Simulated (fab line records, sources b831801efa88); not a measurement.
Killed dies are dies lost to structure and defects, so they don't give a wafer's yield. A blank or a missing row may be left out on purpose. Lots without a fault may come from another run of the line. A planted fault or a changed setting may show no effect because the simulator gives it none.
Which tool did it? | flow sfq_line | 14 lots, 42 wafers sampled, at 2 steps of a route of 325

WHAT THE GAUGES READ, wafer by wafer
SFQ_M0_RS_MEAS_904: measures by four-point-probe. Usual: M0_NB_RS 0.892 ohm/sq, standard deviation 0.0097.
lot  | measured     | on            | M0_NB_RS (ohm/sq) | flag
L405 | day 7 12:48  | film_metro-03 | 0.893 0.887 0.897 |
L406 | day 7 16:24  | film_metro-01 | 0.890 0.890 0.891 |
L407 | day 8 09:12  | film_metro-04 | 0.875 0.864 0.876 |
L408 | day 8 20:00  | film_metro-04 | 0.910 0.900 0.908 |
L409 | day 9 07:10  | film_metro-01 | 0.887 0.893 0.875 |
L410 | day 9 15:44  | film_metro-04 | 0.876 0.888 0.900 |
L411 | day 10 00:04 | film_metro-03 | 0.892 0.902 0.886 |
L414 | day 10 18:07 | film_metro-03 | 0.887 0.883 0.888 |
L416 | day 11 09:40 | film_metro-03 | 0.885 0.890 0.905 |
L419 | day 12 04:55 | film_metro-03 | 0.881 0.892 1.094 | OFF
L421 | day 12 14:28 | film_metro-03 | 0.890 0.885 1.086 | OFF
L422 | day 12 19:16 | film_metro-04 | 0.899 0.894 0.898 |
L427 | day 15 00:23 | film_metro-03 | 0.890 0.901 0.887 |
L428 | day 15 07:25 | film_metro-01 | 0.899 0.888 0.897 |

WHICH TOOL RAN EACH LOT (tool, then ch and the chambers of the sampled wafers, then the start)
lot  | SFQ_TRILAYER_M0_DEP_SPUTTER_019
L405 | pvd_sputter-04, day 7 12:42
L406 | pvd_sputter-04, day 7 16:18
L407 | pvd_sputter-04, day 8 09:06
L408 | pvd_sputter-03, day 8 19:54
L409 | pvd_sputter-04, day 9 07:05
L410 | pvd_sputter-06, day 9 15:35
L411 | pvd_sputter-04, day 9 23:59
L414 | pvd_sputter-03, day 10 18:01
L416 | pvd_sputter-06, day 11 09:35
L419 | pvd_sputter-04, day 12 04:47
L421 | pvd_sputter-04, day 12 14:23
L422 | pvd_sputter-03, day 12 19:11
L427 | pvd_sputter-04, day 15 00:18
L428 | pvd_sputter-06, day 15 07:18
- SFQ_TRILAYER_M0_DEP_SPUTTER_019: material Nb, target thk 200 nm, time 133.3 s.

WHAT THE TOOLS THEMSELVES READ (means of the sampled wafers that have a number; where no wafer has one, the mark that the record gives instead)
SFQ_TRILAYER_M0_DEP_SPUTTER_019. Usual: base_pressure_pa 1.32e-06 Pa, standard deviation 7.9e-08; chamber_pressure_pa 0.13326 Pa, standard deviation 0.00028; resputter_cathode_voltage_v 400 V, standard deviation 4.2; substrate_temp_c 19.99 C, standard deviation 0.1; throttle_valve_pct 30.2 %, standard deviation 0.92.
lot  | tool           | base_pressure_pa (Pa) | chamber_pressure_pa (Pa) | resputter_cathode_voltage_v (V) | substrate_temp_c (C) | throttle_valve_pct (%) | flag
L405 | pvd_sputter-04 | 1.35e-06              | 0.13329                  | 399                             | 20.10                | 30.0                   |
L406 | pvd_sputter-04 | 1.26e-06              | 0.13326                  | 398                             | 19.95                | 29.4                   |
L407 | pvd_sputter-04 | 1.38e-06              | 0.13327                  | 402                             | 20.11                | 29.5                   |
L408 | pvd_sputter-03 | 1.43e-06              | 0.13340                  | 395                             | 20.07                | 30.4                   |
L409 | pvd_sputter-04 | 1.36e-06              | 0.13321                  | 398                             | 19.93                | 29.9                   |
L410 | pvd_sputter-06 | 1.22e-06              | 0.13342                  | 400                             | 19.97                | 31.3                   |
L411 | pvd_sputter-04 | 1.32e-06              | 0.13300                  | 399                             | 19.88                | 29.6                   |
L414 | pvd_sputter-03 | 1.29e-06              | 0.13312                  | 395                             | 19.96                | 30.7                   |
L416 | pvd_sputter-06 | 1.32e-06              | 0.13316                  | 404                             | 19.92                | 31.3                   |
L419 | pvd_sputter-04 | 1.34e-06              | 0.13329                  | 400                             | 19.86                | 29.4                   |
L421 | pvd_sputter-04 | 1.34e-06              | 0.13343                  | 402                             | 19.99                | 29.4                   |
L422 | pvd_sputter-03 | 1.34e-06              | 0.13362                  | 399                             | 20.02                | 30.7                   |
L427 | pvd_sputter-04 | 1.35e-06              | 0.13316                  | 400                             | 19.96                | 30.0                   |
L428 | pvd_sputter-06 | 1.35e-06              | 0.13340                  | 400                             | 19.94                | 31.0                   |

THE ANSWER, worked out from the rows above alone
Rule: a lot is off if the mean of its wafers that have a number lies more than 3 standard deviations from the usual mean. A lot without any number at a reading at which 4 lots or more have one is off too. The other lots that the step has rows for count as sound. The gauges are gone through in route order, then the tools' own readings, and for those a lot's mean is taken as printed above. The first step at which some lot is off is used, and at that step the reading that is off furthest; a lot without a number counts as furthest.
Off: L419, L421, at SFQ_M0_RS_MEAS_904 (M0_NB_RS).
A tool fits if, at a process step before that reading, it ran every lot that is off, and no sound lot after the first of them. The gauges at SFQ_M0_RS_MEAS_904 are tried like those tools. None of those tried fits.

WHAT THE SIMULATOR HAD PUT IN
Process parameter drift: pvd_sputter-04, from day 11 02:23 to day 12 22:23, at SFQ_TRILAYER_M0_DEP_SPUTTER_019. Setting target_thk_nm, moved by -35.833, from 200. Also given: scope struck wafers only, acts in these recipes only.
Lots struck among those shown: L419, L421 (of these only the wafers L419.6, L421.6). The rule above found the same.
